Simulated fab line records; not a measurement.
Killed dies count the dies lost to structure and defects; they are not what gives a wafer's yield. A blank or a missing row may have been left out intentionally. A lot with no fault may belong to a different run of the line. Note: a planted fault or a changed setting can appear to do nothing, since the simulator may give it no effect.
Matching of chambers ; flow gf180mcu ; GF_V4_CMP_26 on cmp-01: 4 sister chambers
The step polishes, stops on SiO2, t overpolish 15 s, target thk 0 nm. 27 wafers are shown with their chamber, then 12 later ones without.

== WAFERS PAIRED WITH THEIR CHAMBERS ==
wafer;chamber;time to endpoint s (s);motor current A (A);slurry filter dp kPa (kPa)
L074.2;3;85;12.2;13.45
L074.3;2;88;11.9;13.62
L074.4;0;83;10.7;13.47
L075.3;1;82;11.2;13.36
L075.4;0;86;11.3;13.53
L075.5;3;86;11.7;13.28
L076.3;1;80;11.3;13.39
L076.5;1;81;11.7;13.46
L076.6;0;83;11.4;13.23
L077.1;3;84;11.3;13.49
L077.2;1;81;11.1;13.41
L077.3;2;87;11.5;13.39
L080.2;1;83;11.2;13.49
L080.4;0;85;10.8;13.55
L080.5;1;83;11.2;13.46
L081.3;0;84;11.5;13.43
L081.4;2;88;11.4;13.52
L081.5;1;85;10.5;13.55
L084.1;1;87;11.7;13.50
L084.5;2;88;11.8;13.63
L084.6;3;92;11.7;13.46
L087.1;2;88;11.2;13.64
L087.2;3;88;11.3;13.56
L087.4;0;90;11.3;13.51
L090.1;2;90;11.3;13.78
L090.3;3;88;11.3;13.68
L090.5;1;85;11.5;13.56

SIGNATURES (means of the wafers above)
reading;chamber 0;chamber 1;chamber 2;chamber 3;scatter within a chamber
time to endpoint s;85.17;83.00;88.17;87.17;2.31
motor current A;11.167;11.267;11.517;11.583;0.339
slurry filter dp kPa;13.4533;13.4644;13.5967;13.4867;0.11
Rule: distance of a wafer from a chamber = root of the sum over the readings of ((wafer's reading minus chamber's mean) / reading's scatter) squared. The wafer belongs to the nearest chamber; if the next one is less than 2 further off, it can't be placed. The scatter is the square root of a quotient: the sum, over the shown wafers, of each reading's squared deviation from its chamber's mean, divided by wafers minus chambers.

== WAFERS MISSING THEIR CHAMBER ==
wafer;time to endpoint s (s);motor current A (A);slurry filter dp kPa (kPa)
L093.2;81;11.3;13.71
L093.4;84;11.3;13.28
L093.6;82;11.5;13.49
L095.1;86;11.8;13.64
L095.3;86;11.1;13.60
L095.5;86;11.4;13.50
L096.2;85;11.1;13.52
L096.3;84;11.4;13.48
L096.4;90;10.9;13.53
L097.2;85;11.5;13.42
L097.3;87;12.0;13.54
L097.4;88;11.7;13.44

== WHICH CHAMBER EACH ONE RAN IN ==
wafer;from the rows above;in truth
L093.2;can't be placed: 1 or 0 or 2 or 3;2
L093.4;can't be placed: 0 or 1 or 3 or 2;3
L093.6;can't be placed: 1 or 0 or 3 or 2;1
L095.1;can't be placed: 2 or 3 or 0 or 1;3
L095.3;can't be placed: 0 or 2 or 3 or 1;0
L095.5;can't be placed: 3 or 0 or 2 or 1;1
L096.2;can't be placed: 0 or 1 or 3 or 2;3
L096.3;can't be placed: 1 or 0 or 3 or 2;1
L096.4;can't be placed: 2 or 0 or 3 or 1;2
L097.2;can't be placed: 0 or 3 or 1 or 2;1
L097.3;can't be placed: 3 or 2 or 0 or 1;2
L097.4;can't be placed: 3 or 2 or 0 or 1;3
0 of 12 placed correctly. Cannot be placed on the basis of these rows: 12; the candidates contain the true chamber in 12. Number placed wrongly: 0.
